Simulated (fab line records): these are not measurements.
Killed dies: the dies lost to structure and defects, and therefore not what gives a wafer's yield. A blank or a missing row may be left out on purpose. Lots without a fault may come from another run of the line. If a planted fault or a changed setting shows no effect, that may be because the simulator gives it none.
Check of tool commonality | flow gf180mcu | 33 wafers sampled across 11 lots

THE REASON FOR OPENING IT
At GF_M1_RS_MEAS_05 the reading M1_ALCU_RS is flagged on 2 of 11 lots. No-fault wafers: 0.0698 ohm/sq, standard deviation 0.00088.
Rule: a lot is flagged when every wafer of it that has a number lies more than 4 standard deviations from that mean, or none has a number. All remaining lots are regarded as sound.

lot  | measured     | on            | M1_ALCU_RS (ohm/sq), wafer by wafer | flag
L117 | day 16 00:37 | film metro-02 | 0.0718 0.0705 0.0716                |
L119 | day 16 14:52 | film metro-02 | 0.0688 0.0703 0.0708                |
L120 | day 17 06:11 | film metro-03 | 0.0695 0.0702 0.0692                |
L122 | day 17 20:55 | film metro-02 | 7.1185 7.1570 7.1225                | FLAGGED
L123 | day 18 08:35 | film metro-02 | 7.1751 7.1127 7.1216                | FLAGGED
L125 | day 19 05:25 | film metro-03 | 0.0714 0.0707 0.0706                |
L131 | day 21 11:22 | film metro-03 | 0.0694 0.0691 0.0684                |
L132 | day 21 14:47 | film metro-03 | 0.0693 0.0692 0.0708                |
L136 | day 22 23:33 | film metro-01 | 0.0705 0.0703 0.0703                |
L137 | day 23 05:43 | film metro-02 | 0.0704 0.0698 0.0703                |
L140 | day 24 06:43 | film metro-02 | 0.0712 0.0708 0.0712                |
The numbers of the flagged lots are 7.1346 ohm/sq on average: +7.0648 ohm/sq against the usual, or +99 or more standard deviations.

WHICH TOOL RAN EACH LOT
Before the reading, the record contains 3 process steps out of a 602-step route. In each cell: the tool, then ch and the chambers that the sampled wafers went through, then the start.
lot  | flag    | GF_CONTACT_STRIP_18                  | GF_CONTACT_SPUTTER_23        | GF_M1_SPUTTER_02
L117 |         | plasma asher-01 ch 0,1, day 15 23:25 | pvd sputter-02, day 15 23:47 | pvd sputter-03, day 16 00:32
L119 |         | plasma asher-02 ch 0,1, day 16 13:31 | pvd sputter-03, day 16 13:53 | pvd sputter-01, day 16 14:46
L120 |         | plasma asher-04 ch 0, day 17 04:58   | pvd sputter-02, day 17 05:20 | pvd sputter-01, day 17 06:05
L122 | FLAGGED | plasma asher-02 ch 0,1, day 17 19:43 | pvd sputter-02, day 17 20:05 | pvd sputter-01, day 17 20:50
L123 | FLAGGED | plasma asher-04 ch 0, day 18 07:22   | pvd sputter-04, day 18 07:44 | pvd sputter-01, day 18 08:29
L125 |         | plasma asher-04 ch 0,1, day 19 04:13 | pvd sputter-03, day 19 04:34 | pvd sputter-03, day 19 05:19
L131 |         | plasma asher-01 ch 0,1, day 21 10:03 | pvd sputter-02, day 21 10:23 | pvd sputter-01, day 21 11:14
L132 |         | plasma asher-02 ch 0,1, day 21 13:34 | pvd sputter-04, day 21 13:57 | pvd sputter-03, day 21 14:42
L136 |         | plasma asher-01 ch 0,1, day 22 22:01 | pvd sputter-02, day 22 22:23 | pvd sputter-04, day 22 23:23
L137 |         | plasma asher-01 ch 0,1, day 23 04:30 | pvd sputter-02, day 23 04:50 | pvd sputter-01, day 23 05:35
L140 |         | plasma asher-02 ch 0,1, day 24 05:31 | pvd sputter-04, day 24 05:53 | pvd sputter-04, day 24 06:38
These steps, and what they do:
- GF_CONTACT_STRIP_18: strips in O2/N2.
- GF_CONTACT_SPUTTER_23: material TiN, target thk 10 nm, time 40 s.
- GF_M1_SPUTTER_02: material AlCu, target thk 450 nm, time 23.9 s.
- GF_M1_RS_MEAS_05: measures by four-point-probe.

FLAGGED AGAINST TOTAL, ONE TOOL AT A TIME (gauges that did the reading follow at the end)
step                  | tool            | lots run | flagged | share of the flagged lots | sound lots run after its first flagged lot
GF_CONTACT_STRIP_18   | plasma asher-01 | 4        | 0       | none                      | -
GF_CONTACT_STRIP_18   | plasma asher-02 | 4        | 1       | some                      | 2 (L132,L140)
GF_CONTACT_STRIP_18   | plasma asher-04 | 3        | 1       | some                      | 1 (L125)
GF_CONTACT_SPUTTER_23 | pvd sputter-02  | 6        | 1       | some                      | 3 (L131,L136,L137)
GF_CONTACT_SPUTTER_23 | pvd sputter-03  | 2        | 0       | none                      | -
GF_CONTACT_SPUTTER_23 | pvd sputter-04  | 3        | 1       | some                      | 2 (L132,L140)
GF_M1_SPUTTER_02      | pvd sputter-01  | 6        | 2       | all                       | 2 (L131,L137)
GF_M1_SPUTTER_02      | pvd sputter-03  | 3        | 0       | none                      | -
GF_M1_SPUTTER_02      | pvd sputter-04  | 2        | 0       | none                      | -
GF_M1_RS_MEAS_05      | film metro-01   | 1        | 0       | none                      | -
GF_M1_RS_MEAS_05      | film metro-02   | 6        | 2       | all                       | 2 (L137,L140)
GF_M1_RS_MEAS_05      | film metro-03   | 4        | 0       | none                      | -

WHAT THE TABLE ALLOWS
2 rows of the table ran every flagged lot: pvd sputter-01 at GF_M1_SPUTTER_02, film metro-02 at GF_M1_RS_MEAS_05.
- pvd sputter-01 at GF_M1_SPUTTER_02: 2 of its 6 lots flagged. Sound lots ran on it after the first flagged one (L131, L137), which a lasting fault on the whole tool wouldn't allow. On the flagged lots its readings are blank where sound lots have values: cathode dc power W, chamber pressure pa, throttle valve pct.
- film metro-02 at GF_M1_RS_MEAS_05: 2 of its 6 lots flagged. Sound lots ran on it after the first flagged one (L137, L140), which a lasting fault on the whole tool wouldn't allow.
Not one row of the table ran every flagged lot while running no sound lot after the first.

WHAT THE SIMULATOR HAD INSERTED
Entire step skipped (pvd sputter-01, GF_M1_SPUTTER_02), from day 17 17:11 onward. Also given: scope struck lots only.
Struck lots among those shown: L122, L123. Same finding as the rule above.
